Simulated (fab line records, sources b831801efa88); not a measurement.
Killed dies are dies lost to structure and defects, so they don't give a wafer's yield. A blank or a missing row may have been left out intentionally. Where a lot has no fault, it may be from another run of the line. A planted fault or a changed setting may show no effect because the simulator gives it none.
fab line records	flow sfq_line
[record] lots = 6	wafers = 18	last_day = 80
route steps=325 shown M4@162 I4@163
lots that met no fault: from a run of the same line without faults
start_h: start of the lot's first displayed wafer, in hours after the record's first day	wait_h: hours from the lot's prior step to this one	" the same as in the row above	L1.1+2: one row covering several wafers at once	- no value, or no start given	* or withheld: withheld	< > ~ a bound
route shown NAME@n: names a module that has steps shown in the file, with the first one's number in the route	usual: average and standard deviation across the fault-free wafers	same: alike in all rows	chamber/n: place in a boat	sites: per-site readings	_std_site: how widely they spread, as a standard deviation	_edge_site: the outer-site mean with the inner-site mean subtracted	radius_mm: how far each site lies from the wafer's centre	mask NAME#n: copy n	behind: tool/chamber where the wafer was last shaped	hold: cause of the lot's hold/its duration in hours/its outcome	device: whichever transistor did not switch (one of n, p or np)	end of line: tests of these same wafers at the route's end	for a step that has no rows: nothing shown but its recipe	killed: not the wafer's yield, but the dies lost to structure and defects at the first sort	map: a wafer's dies, marking killed ones x, the rest . and places with no die _
set.NAME: setting as actually run; set.NAME@STEP: the setting as run at that earlier step	model.NAME: the simulator's own value behind a step, which no gauge read
a table for each step, a row for each wafer; lots at some steps of the route
services: a tool's chamber out of use, with start hour (start_h, from the record's first day; less than 0 if before it), hours out, and reason
[[steps]]
[step SFQ_TRILAYER_M4_STRIP_SOLV_CLEAN_098]
[recipe] chemistry = NMP	temp_c = 70	time_s = 600
[step SFQ_TRILAYER_I4_DEP_PECVD_099]
[recipe] material = SiO2	temp_c = 150	time_s = 111.11	pressure_torr = 2.4	rf_w = 183.3	precursor = SiH4/N2O	target_thk_nm = 500
[usual] heater_power_w = 77/17	throttle_valve_pct = 24.6/1.4
[same] time_s = 111.11
lot.wafer	tool	chamber	start_h	wait_h	heater_power_w	throttle_valve_pct
L958.2	pecvd-02	0	1063.60	0.0	50	25.5
L958.3	"	1	"	"	55	24.3
L958.5	"	2	"	"	66	27.0
L961.2	pecvd-02	1	1126.00	0.0	62	24.5
L961.5	"	1	"	"	64	24.6
L961.6	"	0	"	"	61	25.6
L967.3	pecvd-01	2	1260.05	0.0	83	24.3
L967.5	"	1	"	"	105	23.8
L967.6	"	0	"	"	103	23.6
L975.2	pecvd-01	0	1341.69	0.0	96	23.6
L975.4	"	1	"	"	106	23.6
L975.6	"	0	"	"	100	23.9
L978.1	pecvd-01	0	1360.89	0.0	98	23.6
L978.3	"	1	"	"	111	23.4
L978.5	"	2	"	"	81	24.7
L980.1	pecvd-01	2	1396.50	0.0	77	24.8
L980.2	"	0	"	"	101	23.6
L980.5	"	0	"	"	104	23.5
[step SFQ_TRILAYER_I4_CMP_CMP_100]
[recipe] material = SiO2	down_force_psi = 3	platen_rpm = 60	pad_velocity_m_s = 0.94248
[usual] motor_current_A = 10.5/0.77	time_to_endpoint_s = 218/8.4
lot.wafer	tool	chamber	start_h	wait_h	motor_current_A	time_to_endpoint_s
L958.3	cmp-02	0	1064.68	1.0	11.0	203
L958.2	"	1	"	"	9.5	216
L958.5	"	2	"	"	10.9	209
L961.2	cmp-02	2	1129.03	3.0	10.9	212
L961.5	"	0	1130.03	4.0	11.2	224
L961.6	"	1	"	"	10.6	221
L967.3	cmp-02	0	1270.54	10.5	10.7	223
L967.6	"	1	"	"	10.1	233
L967.5	"	2	"	"	11.2	220
L975.2	cmp-01	2	1346.80	5.1	10.2	231
L975.4	"	3	"	"	9.9	229
L975.6	"	1	1348.30	6.5	9.3	226
L978.1	cmp-02	1	1369.68	8.8	9.9	223
L978.3	"	3	1370.68	9.8	10.8	207
L978.5	"	0	"	"	11.7	228
L980.1	cmp-02	2	1402.41	5.9	11.5	220
L980.2	"	1	1403.91	7.4	9.9	232
L980.5	"	2	"	"	10.9	223
[step SFQ_I4_BOW_MEAS_927]
[recipe] mode = bow
[usual] I4_BOW = 7/9.7
lot.wafer	tool	chamber	start_h	wait_h	I4_BOW[um]
L958.2	film_metro-03	-	1066.70	1.0	13
L958.3	"	-	"	"	7
L958.5	"	-	"	"	-8
L961.2	film_metro-04	-	1131.05	1.5	-6
L961.5	"	-	"	"	-11
L961.6	"	-	"	"	6
L967.3	film_metro-02	-	1272.08	1.0	5
L967.5	"	-	"	"	0
L967.6	"	-	"	"	0
L975.2	film_metro-04	-	1349.32	2.0	10
L975.4	"	-	"	"	17
L975.6	"	-	"	"	17
L978.1	film_metro-02	-	1372.18	2.0	-1
L978.3	"	-	"	"	16
L978.5	"	-	"	"	-1
L980.1	film_metro-03	-	1405.41	2.5	-10
L980.2	"	-	"	"	-1
L980.5	"	-	"	"	3
[step SFQ_TRILAYER_I4_METRO_MEASURE_101]
[usual] thk_nm = 200.5/1.3
lot.wafer	tool	chamber	start_h	wait_h	thk_nm
L958.2	film_metro-03	-	1067.00	0.3	202.3
L958.3	"	-	"	"	202.7
L958.5	"	-	"	"	201.2
L961.2	film_metro-04	-	1131.35	0.3	199.2
L961.5	"	-	"	"	200.3
L961.6	"	-	"	"	200.9
L967.3	film_metro-02	-	1272.56	0.5	200.8
L967.5	"	-	"	"	199.5
L967.6	"	-	"	"	203.0
L975.2	film_metro-04	-	1349.62	0.3	199.5
L975.4	"	-	"	"	201.0
L975.6	"	-	"	"	200.4
L978.1	film_metro-02	-	1372.30	0.1	200.5
L978.3	"	-	"	"	198.3
L978.5	"	-	"	"	199.7
L980.1	film_metro-03	-	1405.53	0.1	198.8
L980.2	"	-	"	"	200.2
L980.5	"	-	"	"	200.3
[step SFQ_TRILAYER_I4_VIA_LITHO_COAT_108]
[recipe] resist = BARC	spin_rpm = 3000	resist_thk_nm = 62
[step SFQ_TRILAYER_I4_VIA_LITHO_COAT_103]
[recipe] resist = KrF	spin_rpm = 3000	resist_thk_nm = 650
[step SFQ_TRILAYER_I4_VIA_LITHO_SOFTBAKE_107]
[recipe] temp_c = withheld	time_s = withheld	resist = KrF
[step SFQ_TRILAYER_I4_VIA_LITHO_EXPOSE_104]
[recipe] mask_id = I4	na = 0.6	source_shape = conventional	sigma_outer = 0.65	target_cd_nm = 700	dose_mj = 21.3
[step SFQ_TRILAYER_I4_VIA_LITHO_PEB_106]
[recipe] peb_temp_c = 115	peb_time_s = 60	resist = KrF
[step SFQ_TRILAYER_I4_VIA_LITHO_DEVELOP_105]
[recipe] time_s = 60	resist = KrF
[step SFQ_I4_OVL_MEAS_928]
[usual] I4_OVL = 2/6
lot.wafer	tool	chamber	start_h	wait_h	I4_OVL[nm]
L958.2	overlay-02	-	1101.89	0.1	5
L958.3	"	-	"	"	5
L958.5	"	-	"	"	11
L961.2	overlay-01	-	1255.46	0.1	-6
L961.5	"	-	"	"	2
L961.6	"	-	"	"	-3
L967.3	overlay-02	-	1286.44	0.1	7
L967.5	"	-	"	"	5
L967.6	"	-	"	"	12
L975.2	overlay-01	-	1449.77	0.1	14
L975.4	"	-	"	"	6
L975.6	"	-	"	"	12
L978.1	overlay-02	-	1470.94	0.1	-9
L978.3	"	-	"	"	-6
L978.5	"	-	"	"	-6
L980.1	overlay-01	-	1498.48	0.1	-1
L980.2	"	-	"	"	5
L980.5	"	-	"	"	3
[step SFQ_TRILAYER_I4_VIA_BARC_OPEN_VIA_ETCH_146]
[recipe] mask_material = PR	chemistry = O2	target_depth_nm = 125	target = BARC	source_w = 500	bias_w = 80	pressure_mtorr = 30	time_s = 41.7
[usual] drypump_motor_current_A = 5.7/0.43	oes_product_au = 0.685/0.0049	run_length_s = 70.1/0.34
lot.wafer	tool	chamber	start_h	wait_h	drypump_motor_current_A	oes_product_au	rf_hours_counter_h	run_length_s
L958.2	rie_diel-01	1	1101.92	0.0	6.2	0.690	3	70.1
L958.3	"	3	"	"	6.0	0.688	1	70.7
L958.5	"	2	"	"	5.6	0.681	-	70.5
L961.2	rie_diel-02	3	1255.49	0.0	5.2	0.681	13	70.2
L961.5	"	0	"	"	5.3	0.693	-	70.2
L961.6	"	1	"	"	5.5	0.687	-	70.0
L967.3	rie_diel-03	3	1286.46	0.0	5.5	0.685	16	70.4
L967.5	"	0	"	"	5.8	0.678	-	70.2
L967.6	"	3	"	"	5.5	0.683	-	70.0
L975.2	rie_diel-02	3	1449.80	0.0	5.2	0.700	16	70.0
L975.4	"	1	"	"	5.5	0.714	14	67.2
L975.6	"	3	"	"	5.2	0.686	-	70.7
L978.1	rie_diel-02	0	1470.97	0.0	5.3	0.681	6	70.5
L978.3	"	3	"	"	5.2	0.716	17	67.7
L978.5	"	0	"	"	5.3	0.686	-	70.4
L980.1	rie_diel-01	0	1498.52	0.0	6.6	0.687	15	69.7
L980.2	"	2	"	"	5.6	0.677	11	70.9
L980.5	"	1	"	"	6.2	0.693	-	70.5
[step SFQ_TRILAYER_I4_VIA_ETCH_VIA_ETCH_106]
[recipe] target = SiO2	stop_on = Nb	mask_material = PR	taper_deg = 20	chemistry = CHF3	target_depth_nm = 260	source_w = 500	bias_w = 80	pressure_mtorr = 30	time_s = withheld
[usual] drypump_motor_current_A = 5.7/0.43	oes_product_au = 0.856/0.0054
lot.wafer	tool	chamber	start_h	wait_h	drypump_motor_current_A	oes_product_au
L958.2	rie_diel-01	1	1101.96	0.0	6.2	0.866
L958.3	"	3	"	"	6.0	0.863
L958.5	"	2	"	"	5.6	0.853
L961.2	rie_diel-02	3	1255.53	0.0	5.2	0.848
L961.5	"	0	"	"	5.3	0.858
L961.6	"	1	"	"	5.5	0.861
L967.3	rie_diel-03	3	1286.50	0.0	5.5	0.853
L967.5	"	0	"	"	5.8	0.859
L967.6	"	3	"	"	5.5	0.865
L975.2	rie_diel-02	3	1449.84	0.0	5.2	0.855
L975.4	"	1	"	"	5.5	0.859
L975.6	"	3	"	"	5.2	0.858
L978.1	rie_diel-02	0	1471.01	0.0	5.3	0.853
L978.3	"	3	"	"	5.2	0.855
L978.5	"	0	"	"	5.3	0.857
L980.1	rie_diel-01	0	1498.56	0.0	6.6	0.853
L980.2	"	2	"	"	5.6	0.853
L980.5	"	1	"	"	6.2	0.854
[[services]]
tool	chamber	start_h	hours	kind
cmp-02	-	1072.34	8.6	pm
rie_diel-02	-	1077.25	11.5	repair
rie_diel-02	3	1078.46	5.1	repair
cmp-02	-	1086.92	4.0	pm
rie_diel-01	2	1092.80	5.0	repair
rie_diel-01	0	1100.63	6.8	repair
cmp-02	-	1100.84	1.5	repair
rie_diel-02	-	1108.38	2.8	pm
cmp-02	-	1115.88	6.2	pm
cmp-02	-	1134.03	4.3	pm
cmp-02	-	1159.37	4.2	repair
rie_diel-02	1	1174.86	12.2	repair
cmp-02	-	1180.67	0.4	repair
cmp-02	-	1221.25	5.4	repair
cmp-02	-	1225.89	1.2	repair
rie_diel-02	1	1242.41	9.7	repair
rie_diel-02	3	1242.81	6.2	repair
rie_diel-02	0	1329.32	1.5	repair
rie_diel-02	2	1403.92	9.9	repair
rie_diel-02	-	1406.84	1.0	repair
cmp-02	-	1429.41	4.0	pm
rie_diel-02	-	1435.16	0.4	repair
cmp-02	-	1456.61	19.3	repair
cmp-02	-	1460.56	0.7	repair
[[key]]
[first_sign] step = SFQ_TRILAYER_I4_VIA_BARC_OPEN_VIA_ETCH_146	reading = run_length_s	direction = down	sigmas = 7.9	usual = *	struck = *
[effect] step = SFQ_TRILAYER_I4_VIA_BARC_OPEN_VIA_ETCH_146	reading = oes_product_au	direction = up	sigmas = 6.2	usual = 0.685	struck = 0.715
met_at SFQ_TRILAYER_I4_VIA_BARC_OPEN_VIA_ETCH_146
struck_wafers L975.4,L978.3
onset_between 1255.49 1449.80
[fault] kind = process_parameter_drift	tool = rie_diel-02	chamber = -	onset_h = 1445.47	steps = SFQ_TRILAYER_I4_VIA_BARC_OPEN_VIA_ETCH_146	channel = time_s	offset = *	shape = step	end_h = 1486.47	scope = struck_wafers_only	acts_in = *	stated = *
